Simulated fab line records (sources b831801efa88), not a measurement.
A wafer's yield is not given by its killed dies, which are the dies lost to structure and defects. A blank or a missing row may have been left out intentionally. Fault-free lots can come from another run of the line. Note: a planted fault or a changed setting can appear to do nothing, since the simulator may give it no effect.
Problem report, 8D (eight disciplines) form, completed by code + flow sky130 + the parts of the form that need people (team, actions taken, sign-off) are left out

1. PROBLEM STATEMENT
At SKY_RES_XHIGH_IMPLANT_07, beam_energy_keV averages 19.536 over 6 wafers from 2 lots, while fault-free wafers read 20.001, standard deviation 0.0067. Measured from the usual mean, that is -69 standard deviations.
Seen first at day 29 14:07 on implanter-04, wafer L414.2. Wafers with a number at this step in the record: 42, from 14 lots. By rule, "out" or "out of limits" means more than 4 standard deviations away from the usual mean. All remaining wafers that have a number are taken as sound.

2. WHAT IT IS, WHAT IT ISN'T
| question                    | is                     | is not                                                                                                   |
|-----------------------------|------------------------|----------------------------------------------------------------------------------------------------------|
| which readings at this step | beam_energy_keV        | -                                                                                                        |
| which lots                  | L414, L416             | L405, L406, L408, L409, L410, L420, L422, L423, L425, L426, L427, L428                                   |
| which wafers of those lots  | all that have a number | -                                                                                                        |
| read on which tools         | implanter-04           | implanter-02, implanter-03                                                                               |
| when                        | from day 29 14:07      | up to then (15 sound wafers); but 21 sound wafers of L420, L422, L423, L425, L426, L427, L428 came after |

3. THE SUSPECTS, EACH WITH WHAT RULES IT OUT
Counting: a tool at any process step up to the reading remains a suspect when it ran all the lots that are out and ran no sound lot after the first of those.
- implanter-04 at SKY_RES_XHIGH_IMPLANT_07: ruled out as a lasting fault. Following L414 (day 29 14:07), the first lot on it that is out, the sound lots L426, L425, L427 were run on it.
Left after counting: nothing in the record.

4. THE CAUSE (what the simulator had put in)
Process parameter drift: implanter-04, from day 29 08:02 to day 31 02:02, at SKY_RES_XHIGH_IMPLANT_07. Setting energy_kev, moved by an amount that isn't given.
Counting ruled it out, wrongly.

5. THE EFFECT CHAIN, in route order
Each row: a reading where the mean over the struck wafers with a number is more than 3 standard deviations away from the usual. Only readings whose record carries a usual standard deviation are examined. hours: median over the lots of the time between each lot's start at the first step of this table that gives one and its start at this step. sigmas: the change, counted in usual standard deviations.
| hours | step                     | reading         | usual  | on struck wafers | change | sigmas |
|-------|--------------------------|-----------------|--------|------------------|--------|--------|
| 0     | SKY_RES_XHIGH_IMPLANT_07 | beam_energy_keV | 20.001 | 19.536           | -0.465 | -69    |
Its process steps:
- SKY_RES_XHIGH_IMPLANT_07

6. HOW IT WOULD HAVE BEEN CAUGHT EARLIER
In this record the first reading out of limits was taken at day 29 14:07, 6 hours after the fault began at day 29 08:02.
